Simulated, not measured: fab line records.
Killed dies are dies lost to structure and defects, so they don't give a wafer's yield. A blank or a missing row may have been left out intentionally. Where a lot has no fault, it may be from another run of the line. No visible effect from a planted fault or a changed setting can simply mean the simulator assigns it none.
Which tool did it? / flow sky130 / 11 lots, 33 wafers sampled, at 7 steps of a route of 708

WHAT THE GAUGES READ, wafer by wafer
SKY_POLY_CUT_CD_MEAS_08: the cd target is 270 nm.
lot=L269; measured=day 25 09:56; on=cd-sem-01; cd-nm (nm)=273.3 273.7 273.2
lot=L271; measured=day 26 00:52; on=cd-sem-01; cd-nm (nm)=270.6 270.9 270.5
lot=L270; measured=day 26 11:20; on=cd-sem-01; cd-nm (nm)=270.2 270.5 270.9
lot=L272; measured=day 27 04:45; on=cd-sem-01; cd-nm (nm)=272.0 271.1 272.0
lot=L274; measured=day 27 22:58; on=cd-sem-01; cd-nm (nm)=267.3 268.3 267.5
lot=L276; measured=day 28 19:54; on=cd-sem-02; cd-nm (nm)=269.8 271.4 272.3
lot=L278; measured=day 28 23:10; on=cd-sem-01; cd-nm (nm)=270.3 270.6 270.4
lot=L281; measured=day 29 09:58; on=cd-sem-02; cd-nm (nm)=270.4 271.8 270.4
lot=L280; measured=day 29 14:54; on=cd-sem-02; cd-nm (nm)=268.0 268.9 270.9
lot=L283; measured=day 30 08:22; on=cd-sem-02; cd-nm (nm)=271.9 270.5 271.7
lot=L289; measured=day 32 12:30; on=cd-sem-01; cd-nm (nm)=270.0 269.4 270.1

SKY_LOCAL_INTERCONNECT_OVL_MEAS_12.
lot=L269; measured=day 31 10:33; on=overlay-01; LOCAL_INTERCONNECT_OVL (nm)=-1 3 11
lot=L271; measured=day 32 00:40; on=overlay-02; LOCAL_INTERCONNECT_OVL (nm)=-4 -4 1
lot=L270; measured=day 32 11:09; on=overlay-01; LOCAL_INTERCONNECT_OVL (nm)=-2 -3 -6
lot=L272; measured=day 33 01:35; on=overlay-02; LOCAL_INTERCONNECT_OVL (nm)=-1 4 8
lot=L274; measured=day 33 18:56; on=overlay-01; LOCAL_INTERCONNECT_OVL (nm)=-5 -18 -8
lot=L276; measured=day 34 14:07; on=overlay-02; LOCAL_INTERCONNECT_OVL (nm)=2 -4 -7
lot=L278; measured=day 34 17:28; on=overlay-02; LOCAL_INTERCONNECT_OVL (nm)=-9 -6 -1
lot=L281; measured=day 35 02:08; on=overlay-02; LOCAL_INTERCONNECT_OVL (nm)=2 -12 -2
lot=L280; measured=day 35 06:02; on=overlay-02; LOCAL_INTERCONNECT_OVL (nm)=2 -6 -1
lot=L283; measured=day 36 00:10; on=overlay-01; LOCAL_INTERCONNECT_OVL (nm)=-4 -2 4
lot=L289; measured=day 38 02:11; on=overlay-02; LOCAL_INTERCONNECT_OVL (nm)=3 6 2

SKY_CONTACT_RS_MEAS_25: uses a four-point probe to measure.
lot=L269; measured=day 32 15:58; on=film-metro-03; CONTACT_W_RS (ohm/sq)=0.337 0.329 0.339
lot=L271; measured=day 33 05:46; on=film-metro-03; CONTACT_W_RS (ohm/sq)=0.344 0.327 0.341
lot=L270; measured=day 33 16:21; on=film-metro-04; CONTACT_W_RS (ohm/sq)=0.331 0.331 0.330
lot=L272; measured=day 34 05:59; on=film-metro-02; CONTACT_W_RS (ohm/sq)=0.344 0.337 0.340
lot=L274; measured=day 34 22:07; on=film-metro-02; CONTACT_W_RS (ohm/sq)=0.327 0.338 0.340
lot=L276; measured=day 35 17:42; on=film-metro-04; CONTACT_W_RS (ohm/sq)=0.347 0.341 0.347
lot=L278; measured=day 35 22:00; on=film-metro-04; CONTACT_W_RS (ohm/sq)=0.340 0.343 0.342
lot=L281; measured=day 36 07:05; on=film-metro-03; CONTACT_W_RS (ohm/sq)=0.347 0.341 0.482 0.346 0.341 0.483
lot=L280; measured=day 36 11:28; on=film-metro-02; CONTACT_W_RS (ohm/sq)=0.340 0.342 0.479 0.341 0.341 0.479
lot=L283; measured=day 37 04:34; on=film-metro-02; CONTACT_W_RS (ohm/sq)=0.342 0.331 0.341
lot=L289; measured=day 39 05:23; on=film-metro-03; CONTACT_W_RS (ohm/sq)=0.344 0.323 0.341

SKY_CONTACT_THK_MEAS_26: measures by xrf.
lot=L269; measured=day 32 16:04; on=film-metro-03; CONTACT_W_THK (nm)=334 342 333
lot=L271; measured=day 33 05:52; on=film-metro-03; CONTACT_W_THK (nm)=331 345 330
lot=L270; measured=day 33 16:28; on=film-metro-04; CONTACT_W_THK (nm)=340 344 342
lot=L272; measured=day 34 06:06; on=film-metro-02; CONTACT_W_THK (nm)=330 336 333
lot=L274; measured=day 34 22:14; on=film-metro-02; CONTACT_W_THK (nm)=345 334 332
lot=L276; measured=day 35 17:48; on=film-metro-04; CONTACT_W_THK (nm)=319 326 321
lot=L278; measured=day 35 22:07; on=film-metro-04; CONTACT_W_THK (nm)=328 325 325
lot=L281; measured=day 36 10:01; on=film-metro-03; CONTACT_W_THK (nm)=325 331 235 324 330 235
lot=L280; measured=day 36 14:18; on=film-metro-02; CONTACT_W_THK (nm)=331 329 236 331 331 237
lot=L283; measured=day 37 04:41; on=film-metro-02; CONTACT_W_THK (nm)=330 340 329
lot=L289; measured=day 39 05:30; on=film-metro-03; CONTACT_W_THK (nm)=333 353 334

SKY_VIA1_OVL_MEAS_13.
lot=L269; measured=day 34 22:26; on=overlay-02; VIA1_OVL (nm)=0 2 -8
lot=L271; measured=day 35 09:32; on=overlay-02; VIA1_OVL (nm)=8 8 8
lot=L270; measured=day 35 22:19; on=overlay-01; VIA1_OVL (nm)=-3 -5 3
lot=L272; measured=day 36 10:56; on=overlay-02; VIA1_OVL (nm)=-5 2 4
lot=L274; measured=day 37 03:58; on=overlay-01; VIA1_OVL (nm)=4 2 0
lot=L276; measured=day 37 22:58; on=overlay-01; VIA1_OVL (nm)=9 4 -2
lot=L278; measured=day 38 03:07; on=overlay-02; VIA1_OVL (nm)=5 3 -2
lot=L281; measured=day 38 12:34; on=overlay-01; VIA1_OVL (nm)=0 -4 3
lot=L280; measured=day 38 16:58; on=overlay-01; VIA1_OVL (nm)=-6 -6 -14
lot=L283; measured=day 39 09:25; on=overlay-01; VIA1_OVL (nm)=0 2 -5
lot=L289; measured=day 41 07:53; on=overlay-02; VIA1_OVL (nm)=-2 6 12

EACH LOT AND THE TOOL THAT RAN IT (in order: tool; ch and the chambers of the sampled wafers; start)
lot=L269; SKY_CONTACT_CVD_24=cvd-w-02 ch 0,1, day 32 15:51; SKY_CONTACT_CMP_27=cmp-02 ch 0,2,3, day 32 16:29
lot=L271; SKY_CONTACT_CVD_24=cvd-w-02 ch 0,1, day 33 05:38; SKY_CONTACT_CMP_27=cmp-01 ch 1,2, day 33 05:55
lot=L270; SKY_CONTACT_CVD_24=cvd-w-02 ch 1, day 33 16:08; SKY_CONTACT_CMP_27=cmp-01 ch 0,1,3, day 33 16:32
lot=L272; SKY_CONTACT_CVD_24=cvd-w-01 ch 0,1, day 34 05:52; SKY_CONTACT_CMP_27=cmp-01 ch 0,1, day 34 06:09
lot=L274; SKY_CONTACT_CVD_24=cvd-w-02 ch 0,1, day 34 22:01; SKY_CONTACT_CMP_27=cmp-02 ch 0,1,3, day 34 22:21
lot=L276; SKY_CONTACT_CVD_24=cvd-w-01 ch 0,1, day 35 17:35; SKY_CONTACT_CMP_27=cmp-02 ch 0,1,3, day 35 17:56
lot=L278; SKY_CONTACT_CVD_24=cvd-w-01 ch 0,1, day 35 21:53; SKY_CONTACT_CMP_27=cmp-01 ch 0,1,3, day 35 22:17
lot=L281; SKY_CONTACT_CVD_24=cvd-w-01 ch 0,1, day 36 06:59; SKY_CONTACT_CMP_27=cmp-01 ch 1,2, day 36 12:31
lot=L280; SKY_CONTACT_CVD_24=cvd-w-01 ch 0,1, day 36 11:22; SKY_CONTACT_CMP_27=cmp-02 ch 1,2,3, day 36 18:02
lot=L283; SKY_CONTACT_CVD_24=cvd-w-02 ch 0,1, day 37 04:28; SKY_CONTACT_CMP_27=cmp-02 ch 1,2,3, day 37 04:48
lot=L289; SKY_CONTACT_CVD_24=cvd-w-02 ch 0,1, day 39 05:16; SKY_CONTACT_CMP_27=cmp-01 ch 0,2, day 39 05:33
- SKY_CONTACT_CVD_24: deposits W, target thk 340 nm, time 102.12 s.
- SKY_CONTACT_CMP_27: polishes, stops on SiO2, t overpolish 15 s, target thk 0 nm.

AS READ BY THE TOOLS THEMSELVES (means over the sampled wafers that have a number; for cases with no such wafer, the mark the record gives instead)
SKY_CONTACT_CVD_24.
lot=L269; tool=cvd-w-02; heater-power-w (W)=807
lot=L271; tool=cvd-w-02; heater-power-w (W)=806
lot=L270; tool=cvd-w-02; heater-power-w (W)=819
lot=L272; tool=cvd-w-01; heater-power-w (W)=970
lot=L274; tool=cvd-w-02; heater-power-w (W)=791
lot=L276; tool=cvd-w-01; heater-power-w (W)=920
lot=L278; tool=cvd-w-01; heater-power-w (W)=919
lot=L281; tool=cvd-w-01; heater-power-w (W)=934
lot=L280; tool=cvd-w-01; heater-power-w (W)=978
lot=L283; tool=cvd-w-02; heater-power-w (W)=825
lot=L289; tool=cvd-w-02; heater-power-w (W)=814

SKY_CONTACT_CMP_27.
lot=L269; tool=cmp-02; motor-current-A (A)=11.2; time-to-endpoint-s (s)=79
lot=L271; tool=cmp-01; motor-current-A (A)=10.3; time-to-endpoint-s (s)=81
lot=L270; tool=cmp-01; motor-current-A (A)=10.6; time-to-endpoint-s (s)=87
lot=L272; tool=cmp-01; motor-current-A (A)=10.8; time-to-endpoint-s (s)=87
lot=L274; tool=cmp-02; motor-current-A (A)=11.4; time-to-endpoint-s (s)=85
lot=L276; tool=cmp-02; motor-current-A (A)=11.8; time-to-endpoint-s (s)=77
lot=L278; tool=cmp-01; motor-current-A (A)=10.5; time-to-endpoint-s (s)=82
lot=L281; tool=cmp-01; motor-current-A (A)=9.7; time-to-endpoint-s (s)=75
lot=L280; tool=cmp-02; motor-current-A (A)=11.7; time-to-endpoint-s (s)=72
lot=L283; tool=cmp-02; motor-current-A (A)=11.5; time-to-endpoint-s (s)=80
lot=L289; tool=cmp-01; motor-current-A (A)=11.0; time-to-endpoint-s (s)=83

THE ANSWER, worked out from the rows above alone
Rule: the lots themselves supply what counts as usual. The widest of any qualifying gaps counts: lots, ordered by their means at a reading, are off when they make up no more than a third of the lots, leave a main group of 4 or more, and stand apart from it by 3 or more times the standard deviation of that group's means. The tables above print the reading to a certain number of digits; a main group whose means all agree to those digits is not used. Also off: a lot with no number at a reading for which 4 or more lots have one. Any other lot the step has rows for is counted as sound. After the gauges, taken in route order, come the tools' own readings; for these a lot's mean is taken, as printed above. At the first step where some lot is off, the reading lying furthest off is the one used; lots without a number count as furthest.
Off: L281, L280, seen at SKY_CONTACT_RS_MEAS_25 (CONTACT_W_RS). The main group has a mean of 0.338 ohm/sq with a standard deviation of 0.004.
A tool fits if, at a process step before that reading, it ran every lot that is off, and no sound lot after the first of them. Those tools and the gauges at SKY_CONTACT_RS_MEAS_25 are tried in the same way. One candidate fits, namely cvd-w-01 at SKY_CONTACT_CVD_24. Its last sound lot is L278 (day 35 21:53), its first lot that is off L281 (day 36 06:59): a fault that began between those two fits.

WHAT HAD BEEN PUT IN BY THE SIMULATOR
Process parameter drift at SKY_CONTACT_CVD_24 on cvd-w-01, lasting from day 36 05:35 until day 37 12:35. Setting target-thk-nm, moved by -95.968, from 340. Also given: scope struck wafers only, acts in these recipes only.
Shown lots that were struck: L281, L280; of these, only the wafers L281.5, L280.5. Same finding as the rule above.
